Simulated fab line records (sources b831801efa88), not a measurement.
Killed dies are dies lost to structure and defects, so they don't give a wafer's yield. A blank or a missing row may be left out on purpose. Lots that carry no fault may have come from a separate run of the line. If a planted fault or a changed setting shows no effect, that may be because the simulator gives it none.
A struck lot beside a sound one    flow sky130    14 out of 708 route steps
Sound: the wafers L697.1, L697.3, L697.6. Wafers L709.3, L709.4, L709.6 were the ones struck. The cause comes at the end.
Order at every step that has rows: each side's tool, ch and its chambers, its first start. Under that, the readings that differ: sound wafers    struck wafers    difference of the means    sigmas: that difference in standard deviations of wafers without a fault.
alike: words and numbers the same on both sides, and readings whose means are apart by under 2 such deviations; not compared: readings that were withheld, readings missing a value for some wafer, numbers with overlapping values and no deviation given by the record, and bounds like >300 which may hide the same value.
The two part at a step that has a row with sigmas, a row that says differs or no value, or rows on one side only. Numbers that don't overlap but have no deviation are shown without sigmas and don't part them. A reading missing from all wafers of one side parts the sides only when that side holds two or more wafers.

SKY_POLY_GATE_ETCH_15: etches BARC in N2/H2, stops on SiO2, time 118.5 s, target depth 110 nm.
  sound on rie diel-01 ch 0,1, day 19 13:50; struck on rie diel-02 ch 1,2, day 22 12:46
reading                 sound                 struck                difference  sigmas
throttle valve pct (%)  13.214 13.215 13.224  13.205 13.201 13.197  -0.017      -2
  alike: drypump motor current A, oes product au, rf fwd power W
  not compared: rf hours counter h
SKY_POLY_GATE_ETCH_16: etches Si3N4 in CH3F/O2, stops on poly-Si, time 147.5 s, target depth 75 nm.
  sound on rie diel-01 ch 0,1, day 19 13:55; struck on rie diel-02 ch 1,2, day 22 12:51
  alike: drypump motor current A, oes product au, rf fwd power W, throttle valve pct
  not compared: rf hours counter h
SKY_POLY_GATE_ETCH_17: etches poly-Si in HBr/Cl2, stops on SiO2, target depth 180 nm, time 70.5 s.
  sound on rie si-02 ch 0,1,3, day 19 14:01; struck on rie si-01 ch 0,1, day 22 12:57
  alike: drypump motor current A, oes product au, rf fwd power W, throttle valve pct
  not compared: rf hours counter h
SKY_POLY_GATE_STRIP_18: strips in O2/N2.
  sound on plasma asher-03 ch 0,1, day 19 14:04; struck on plasma asher-03 ch 0,1, day 22 13:02
  alike: drypump motor current A, oes product au, strip time to endpoint s
  not compared: rf hours counter h
then, 2 steps without rows for these wafers: SKY_POLY_GATE_CLEAN_19 (cleans in SC1/SC2, time 150 s); SKY_POLY_GATE_OXIDATION_20 (stabilise 600 s, purge 300 s, target thk 4 nm).
SKY_POLY_GATE_THK_MEAS_21:
  struck on film metro-02, day 22 14:26; sound on film metro-03, day 19 18:16
reading                       sound           struck          difference  sigmas
POLY_GATE_OXIDATION_THK (nm)  3.99 3.97 4.04  3.83 3.82 3.87  -0.16       -2
SKY_POLY_GATE_CD_MEAS_22:
  struck on cd sem-01, day 22 14:32; sound on cd sem-01, day 19 18:19
  alike: cd nm
then, 4 steps without rows for these wafers: SKY_LDD_N_DEHYDRATE_00 (time 60 s); SKY_LDD_N_HMDS_01 (prime time 60 s); SKY_LDD_N_COAT_02 (resist thk 300 nm); SKY_LDD_N_SOFTBAKE_03 (time 60 s).
SKY_LDD_N_EXPOSE_04: exposes mask NTM, target cd 840 nm.
  struck on iline stepper-02, day 23 07:08; sound on iline stepper-01 ch 0, day 20 10:18
  no value came back on the struck wafers for exposure dose mJ cm2, focus offset nm (nm), reticle temp C (C); on the sound wafers exposure dose mJ cm2 reads 109.95 109.89 109.84
  alike: mask
after that, 1 step had no rows for these wafers: SKY_LDD_N_PEB_05.

== WHERE THEY PART ==
Earliest at SKY_POLY_GATE_ETCH_15; latest, in this record, at SKY_LDD_N_EXPOSE_04.

WHY: what the simulator had put in
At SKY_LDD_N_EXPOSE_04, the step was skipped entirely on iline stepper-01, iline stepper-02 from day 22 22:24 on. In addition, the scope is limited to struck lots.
